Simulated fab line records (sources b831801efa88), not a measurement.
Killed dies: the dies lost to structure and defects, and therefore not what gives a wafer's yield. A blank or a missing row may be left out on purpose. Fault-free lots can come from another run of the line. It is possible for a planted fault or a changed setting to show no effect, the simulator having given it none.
Problem report in the 8D (eight disciplines) form, filled by code	flow gf180mcu	the parts of the form that need people (team, actions taken, sign-off) are left out

1. THE PROBLEM
Mean of dose_ions_cm2 at GF_HV_LDD_IMPLANT_36: 7.880e+12 across 6 wafers in 2 lots; on wafers with no fault it is 7.501e+12 (standard deviation 9e+09). That puts it +42 standard deviations away from the usual mean.
Seen first at day 15 03:59 on implanter-04, wafer L433.4. Wafers with a number at this step in the record: 39, from 13 lots. Rule for "out", or "out of limits": more than 4 standard deviations from the usual mean. The rest of the wafers with a number are treated as sound.

2. WHAT IT IS, AND WHAT IT ISN'T
question	is	is not
which readings at this step	dose_ions_cm2	-
which lots	L433, L435	L422, L423, L424, L425, L427, L428, L436, L438, L443, L444, L445
which wafers of those lots	all that have a number	-
read on which tools	implanter-04	implanter-01, implanter-02
when	from day 15 03:59	up to then (18 sound wafers); but 15 sound wafers of L436, L438, L443, L444, L445 came after

3. THE SUSPECTS, EACH WITH WHAT RULES IT OUT
Counting: a tool at a process step up to the reading stays a suspect if it ran every lot that is out and no sound lot after the first of them.
- implanter-04 at GF_HV_LDD_IMPLANT_36: kept. All lots that are out passed through it, beginning with L433 at day 15 03:59, and no sound lot followed; its final sound lot before that point was L425 at day 12 12:13. Out on those wafers are its own readings of dose_ions_cm2.
The count leaves implanter-04 at GF_HV_LDD_IMPLANT_36.

4. THE CAUSE (what the simulator had put in)
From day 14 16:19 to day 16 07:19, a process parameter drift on implanter-04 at GF_HV_LDD_IMPLANT_36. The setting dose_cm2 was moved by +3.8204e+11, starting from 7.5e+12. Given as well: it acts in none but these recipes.
This tool alone remained once counting was done.

5. THE CHAIN OF EFFECTS, in route order
Each row: a reading whose mean over the struck wafers that have a number lies more than 3 standard deviations from the usual. Only readings for which the record gives a usual standard deviation are gone through. hours: the time from each lot's start at the first step in this table that gives one to its start at this step, as a median over the lots. sigmas: the change in usual standard deviations.
hours	step	reading	usual	on struck wafers	change	sigmas
0	GF_HV_LDD_IMPLANT_36	dose_ions_cm2	7.501e+12	7.880e+12	+3.792e+11	+42
The process steps in it:
- GF_HV_LDD_IMPLANT_36

6. HOW IT WOULD HAVE BEEN CAUGHT EARLIER
In this record the first reading out of limits was taken at day 15 03:59, 12 hours after the fault began at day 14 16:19.
